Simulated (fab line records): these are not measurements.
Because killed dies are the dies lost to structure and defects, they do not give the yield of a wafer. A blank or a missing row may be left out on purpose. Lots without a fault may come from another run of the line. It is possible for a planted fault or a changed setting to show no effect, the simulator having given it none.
Which tool did it? -- flow sky130 -- 36 wafers from 12 lots sampled at 6 of the route's 708 steps

WHAT THE GAUGES READ, wafer by wafer
SKY_LDD_P_CD_MEAS_07: the cd target is 380 nm. Usual: 380.6 nm for cdNm, sd 2.8.
lot,measured,on,cdNm (nm),flag
L378,day 19 15:21,cdSem-01,379.3 378.4 379.5,
L380,day 21 01:44,cdSem-02,378.4 379.6 376.9,
L382,day 21 06:04,cdSem-02,385.1 384.6 384.0,
L384,day 21 23:35,cdSem-02,383.8 385.2 384.2,
L387,day 23 11:46,cdSem-02,378.3 380.0 381.4,
L394,day 25 03:16,cdSem-01,384.0 384.2 383.0,
L395,day 25 09:31,cdSem-02,376.1 376.2 378.1,
L396,day 25 16:45,cdSem-02,380.7 380.4 382.1,
L397,day 26 01:41,cdSem-02,380.5 381.0 379.9,
L398,day 26 14:35,cdSem-02,377.0 378.1 378.2,
L399,day 27 12:51,cdSem-02,379.3 383.0 382.7,
L400,day 27 14:19,cdSem-01,382.5 382.2 382.3,

SKY_LDD_P_TW_MEAS_11. Usual: LDD_P_TW gives 635 (standard deviation 5.2).
lot,measured,on,LDD_P_TW,flag
L378,day 19 15:46,filmMetro-01,632 635 635,
L380,day 21 02:08,filmMetro-04,628 629 629,
L382,day 21 06:28,filmMetro-04,627 632 626,
L384,day 21 23:58,filmMetro-01,635 637 637,
L387,day 23 12:10,filmMetro-01,633 636 636,
L394,day 25 03:40,filmMetro-02,640 638 637,
L395,day 25 09:55,filmMetro-01,639 633 637,
L396,day 25 17:10,filmMetro-04,631 626 632,
L397,day 26 02:05,filmMetro-04,631 632 631,
L398,day 26 14:59,filmMetro-04,630 631 628,
L399,day 27 13:16,filmMetro-02,645 641 642,
L400,day 27 14:43,filmMetro-04,630 628 632,

SKY_LDD_HVN_OVL_MEAS_07. Usual: LDD_HVN_OVL gives 0.4 nm (standard deviation 1.2).
lot,measured,on,LDD_HVN_OVL (nm),flag
L378,day 20 22:04,overlay-01,-0.9 1.9 0.3,
L380,day 22 08:29,overlay-02,0.7 -0.1 1.4,
L382,day 22 12:43,overlay-02,-1.1 0.7 -1.9,
L384,day 23 05:19,overlay-02,- - -,OFF
L387,day 24 16:47,overlay-02,-0.2 -0.1 2.1,
L394,day 26 09:31,overlay-01,1.5 -0.1 1.6,
L395,day 26 15:27,overlay-02,0.2 0.0 0.3,
L396,day 26 21:39,overlay-01,1.0 0.6 0.2,
L397,day 27 07:04,overlay-02,-0.9 0.7 0.8,
L398,day 27 20:04,overlay-02,1.7 0.7 1.1,
L399,day 28 18:30,overlay-01,-0.7 -0.6 -0.9,
L400,day 28 20:18,overlay-02,3.0 2.3 -0.2,

SKY_LDD_HVN_TW_MEAS_10. Usual: LDD_HVN_TW gives 1439 (standard deviation 12).
lot,measured,on,LDD_HVN_TW,flag
L378,day 20 22:20,filmMetro-03,1442 1448 1445,
L380,day 22 08:47,filmMetro-03,1456 1455 1453,
L382,day 22 12:59,filmMetro-03,1445 1449 1448,
L384,day 23 05:36,filmMetro-03,31 30 30,OFF
L387,day 24 17:05,filmMetro-03,1453 1452 1446,
L394,day 26 09:54,filmMetro-02,1444 1431 1440,
L395,day 26 15:44,filmMetro-04,1419 1418 1421,
L396,day 26 21:56,filmMetro-02,1449 1451 1449,
L397,day 27 07:22,filmMetro-04,1420 1420 1430,
L398,day 27 20:22,filmMetro-02,1454 1458 1464,
L399,day 28 18:47,filmMetro-02,1441 1433 1448,
L400,day 28 20:35,filmMetro-02,1450 1449 1445,

EACH LOT AND THE TOOL THAT RAN IT (in order: tool; ch and the chambers of the sampled wafers; start)
lot,SKY_POLY_GATE_ETCH_15,SKY_LDD_HVN_EXPOSE_04
L378,"rieDiel-04 ch 0,1,3, day 17 00:11","ilineStepper-02 ch 0, day 20 06:17"
L380,"rieDiel-04 ch 0,3, day 17 23:26","ilineStepper-01 ch 0, day 21 16:27"
L382,"rieDiel-01 ch 0,3, day 18 14:07","ilineStepper-01 ch 0, day 21 22:44"
L384,"rieDiel-01 ch 1,2,3, day 19 06:44","ilineStepper-02 ch 0, day 22 14:08"
L387,"rieDiel-02 ch 1,2,3, day 20 20:22","ilineStepper-01 ch 0, day 24 01:57"
L394,"rieDiel-01 ch 0,1,2, day 22 11:01","ilineStepper-02 ch 0, day 25 19:15"
L395,"rieDiel-01 ch 0,2, day 22 20:10","ilineStepper-02 ch 0, day 26 01:20"
L396,"rieDiel-01 ch 0,1,2, day 23 01:22","ilineStepper-01 ch 0, day 26 07:07"
L397,"rieDiel-04 ch 0,1,3, day 23 12:37","ilineStepper-01 ch 0, day 26 16:11"
L398,"rieDiel-01 ch 0,3, day 24 00:14","ilineStepper-02 ch 0, day 27 06:10"
L399,"rieDiel-02 ch 0,2, day 24 23:29","ilineStepper-02 ch 0, day 28 04:08"
L400,"rieDiel-04 ch 0,1,3, day 25 01:04","ilineStepper-01 ch 0, day 28 05:48"
- SKY_POLY_GATE_ETCH_15: etches BARC in N2/H2, stops on SiO2, time 118.5 s, target depth 110 nm.
- SKY_LDD_HVN_EXPOSE_04: exposes mask HVNTM, target cd 700 nm.

AS READ BY THE TOOLS THEMSELVES (means over the sampled wafers that have a number; for cases with no such wafer, the mark the record gives instead)
SKY_POLY_GATE_ETCH_15. Usual: biasW 100.0 W, standard deviation 0.32; drypumpMotorCurrentA 5.6 A, standard deviation 0.55; h2FlowSccm 200.0 sccm, standard deviation 0.63; oesProductAu 0.716 a.u., standard deviation 0.005; throttleValvePct 13.214 %, standard deviation 0.01.
lot,tool,biasW (W),drypumpMotorCurrentA (A),h2FlowSccm (sccm),oesProductAu (a.u.),throttleValvePct (%),flag
L378,rieDiel-04,100.0,5.4,199.8,0.722,13.208,
L380,rieDiel-04,99.7,5.4,200.4,0.711,13.223,
L382,rieDiel-01,100.0,6.1,199.8,0.718,13.208,
L384,rieDiel-01,100.2,5.5,200.2,0.716,13.210,
L387,rieDiel-02,99.9,5.3,200.1,0.722,13.212,
L394,rieDiel-01,100.1,5.9,200.0,0.719,13.210,
L395,rieDiel-01,100.2,6.4,200.0,0.716,13.221,
L396,rieDiel-01,100.2,6.0,200.4,0.713,13.222,
L397,rieDiel-04,100.2,5.4,199.6,0.721,13.216,
L398,rieDiel-01,100.4,5.6,200.6,0.716,13.218,
L399,rieDiel-02,100.0,5.6,200.3,0.718,13.215,
L400,rieDiel-04,100.0,5.4,200.2,0.718,13.212,

THE ANSWER, worked out from the rows above alone
Rule: take the mean of a lot's wafers that have a number; if it is more than 3 standard deviations from the usual mean, the lot is off. A lot without any number at a reading at which 4 lots or more have one is off too. Any other lot the step has rows for is counted as sound. First the gauges in route order, then the tools' own readings, where a lot's mean is used as printed above. The first step at which some lot is off is used, and at that step the reading that is off furthest; a lot without a number counts as furthest.
Off: at SKY_LDD_HVN_OVL_MEAS_07 (LDD_HVN_OVL), L384. Without a number there: L384.
If a tool, at a process step before that reading, ran all the lots that are off and no sound lot after the first of them, it fits. The gauges at SKY_LDD_HVN_OVL_MEAS_07 aren't tried: what is off there is off at SKY_LDD_HVN_TW_MEAS_10 too, on other tools, and a gauge's error can't cause that. None of those tried fits.

WHAT WAS PUT IN BY THE SIMULATOR
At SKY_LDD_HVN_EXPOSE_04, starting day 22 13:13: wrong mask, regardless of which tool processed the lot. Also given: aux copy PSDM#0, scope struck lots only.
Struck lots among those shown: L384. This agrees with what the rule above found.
